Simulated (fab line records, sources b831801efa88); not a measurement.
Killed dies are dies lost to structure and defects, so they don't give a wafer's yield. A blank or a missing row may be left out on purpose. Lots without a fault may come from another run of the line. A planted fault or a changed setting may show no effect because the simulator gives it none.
Which tool did it? | flow gf180mcu | 13 lots, 39 wafers sampled, at 4 steps of a route of 602

WHAT THE GAUGES READ, wafer by wafer
GF_M3_CD_MEAS_14: target cd 280 nm.
lot  | measured     | on        | cd_nm (nm)
L973 | day 21 04:31 | cd_sem-01 | 281.0 281.7 280.3
L974 | day 21 16:13 | cd_sem-02 | 279.8 279.9 280.2
L975 | day 21 21:53 | cd_sem-02 | 281.4 281.6 283.3
L976 | day 22 11:11 | cd_sem-01 | 282.6 284.1 282.5
L977 | day 22 20:34 | cd_sem-01 | 280.1 280.4 280.3
L978 | day 23 05:01 | cd_sem-01 | 283.6 282.5 282.9
L979 | day 23 09:23 | cd_sem-01 | 280.2 280.9 280.8
L980 | day 23 19:19 | cd_sem-02 | 283.4 282.6 282.4
L981 | day 23 23:23 | cd_sem-01 | 279.5 278.3 279.6
L982 | day 24 15:56 | cd_sem-02 | 282.7 281.3 281.4
L987 | day 26 07:48 | cd_sem-01 | 280.2 281.2 280.6
L993 | day 28 02:05 | cd_sem-01 | 278.6 280.1 279.7
L995 | day 28 13:48 | cd_sem-02 | 282.6 280.2 281.0

GF_M3_OVL_MEAS_15.
lot  | measured     | on         | M3_OVL (nm)
L973 | day 21 04:37 | overlay-01 | -1 -3 -2
L974 | day 21 16:19 | overlay-02 | 2 4 0
L975 | day 21 22:01 | overlay-01 | 1 0 6
L976 | day 22 11:16 | overlay-02 | 8 -2 4
L977 | day 22 20:40 | overlay-01 | 4 4 6
L978 | day 23 05:07 | overlay-02 | 3 -4 12
L979 | day 23 09:28 | overlay-02 | -10 -4 -5
L980 | day 23 19:25 | overlay-02 | -4 1 -3
L981 | day 23 23:29 | overlay-02 | -1 -3 -10
L982 | day 24 16:04 | overlay-02 | -3 2 -1
L987 | day 26 07:55 | overlay-02 | 2 7 7
L993 | day 28 02:13 | overlay-01 | -1 4 3
L995 | day 28 13:55 | overlay-02 | -5 -4 -5

GF_V3_OVL_MEAS_15.
lot  | measured     | on         | V3_OVL (nm)
L973 | day 22 06:16 | overlay-01 | -5 -6 -2
L974 | day 22 17:31 | overlay-01 | -2 1 2
L975 | day 22 23:14 | overlay-01 | 1 2 4
L976 | day 23 11:55 | overlay-02 | 9 -4 4
L977 | day 23 20:22 | overlay-01 | 7 -3 0
L978 | day 24 04:22 | overlay-02 | -2 -6 -3
L979 | day 24 10:01 | overlay-02 | 0 0 2
L980 | day 24 17:55 | overlay-02 | -4 -1 -3
L981 | day 24 22:55 | overlay-02 | -7 -5 -3
L982 | day 25 15:23 | overlay-01 | -6 2 2
L987 | day 27 05:34 | overlay-02 | 6 8 -2
L993 | day 28 22:28 | overlay-01 | 0 9 -2
L995 | day 29 10:40 | overlay-02 | -7 2 -4

WHICH TOOL RAN EACH LOT (tool, then ch and the chambers of the sampled wafers, then the start)
lot  | GF_V3_CMP_04
L973 | cmp-02 ch 0,2, day 21 05:44
L974 | cmp-02 ch 0,2,3, day 21 17:17
L975 | cmp-02 ch 0,1,3, day 21 23:17
L976 | cmp-01 ch 1,2,3, day 22 12:26
L977 | cmp-02 ch 0,1,3, day 22 21:36
L978 | cmp-02 ch 0,1,3, day 23 06:09
L979 | cmp-01 ch 0,1,3, day 23 10:32
L980 | cmp-01 ch 1,3, day 23 20:31
L981 | cmp-02 ch 0,2, day 24 00:29
L982 | cmp-01 ch 0,2,3, day 24 17:00
L987 | cmp-01 ch 0,3, day 26 09:03
L993 | cmp-02 ch 0,1,3, day 28 03:23
L995 | cmp-02 ch 0,3, day 28 15:12
- GF_V3_CMP_04: polishes SiO2.

WHAT THE TOOLS THEMSELVES READ (means of the sampled wafers that have a number; where no wafer has one, the mark that the record gives instead)
GF_V3_CMP_04.
lot  | tool   | motor_current_A (A) | platen_rpm (rpm) | slurry_flow_ml_min | time_to_endpoint_s (s)
L973 | cmp-02 | 12.1                | 59.97            | 149.9              | 84
L974 | cmp-02 | 11.7                | 60.01            | 150.2              | 74
L975 | cmp-02 | 11.8                | 59.97            | 150.1              | 75
L976 | cmp-01 | 11.4                | 59.98            | 149.8              | 77
L977 | cmp-02 | 12.0                | 60.02            | 150.0              | 78
L978 | cmp-02 | 11.4                | 60.01            | 150.0              | 78
L979 | cmp-01 | 11.9                | 60.03            | 149.8              | 84
L980 | cmp-01 | 10.9                | 60.01            | 150.3              | 80
L981 | cmp-02 | 12.7                | 59.99            | 150.2              | 81
L982 | cmp-01 | 11.8                | 60.00            | 150.0              | 70
L987 | cmp-01 | 12.2                | 59.94            | 150.1              | 62
L993 | cmp-02 | 11.8                | 60.05            | 150.3              | 87
L995 | cmp-02 | 11.1                | 59.98            | 150.2              | 84

THE ANSWER, worked out from the rows above alone
Rule: what is usual is taken from the lots themselves. Put in order of their means at a reading, lots are off if they are a third of the lots or fewer, leave a main group of 4 or more, and stand apart from it by a gap of 3 or more times the standard deviation of the main group's means; of several such gaps the widest counts. A main group whose means are all the same, to the digits that the tables above print for the reading, isn't used. A lot without any number at a reading at which 4 lots or more have one is off too. The other lots that the step has rows for count as sound. The gauges are gone through in route order, then the tools' own readings, and for those a lot's mean is taken as printed above. The first step at which some lot is off is used, and at that step the reading that is off furthest; a lot without a number counts as furthest.
No lot is off at any reading shown: from this, nothing can be told.

WHAT THE SIMULATOR HAD PUT IN
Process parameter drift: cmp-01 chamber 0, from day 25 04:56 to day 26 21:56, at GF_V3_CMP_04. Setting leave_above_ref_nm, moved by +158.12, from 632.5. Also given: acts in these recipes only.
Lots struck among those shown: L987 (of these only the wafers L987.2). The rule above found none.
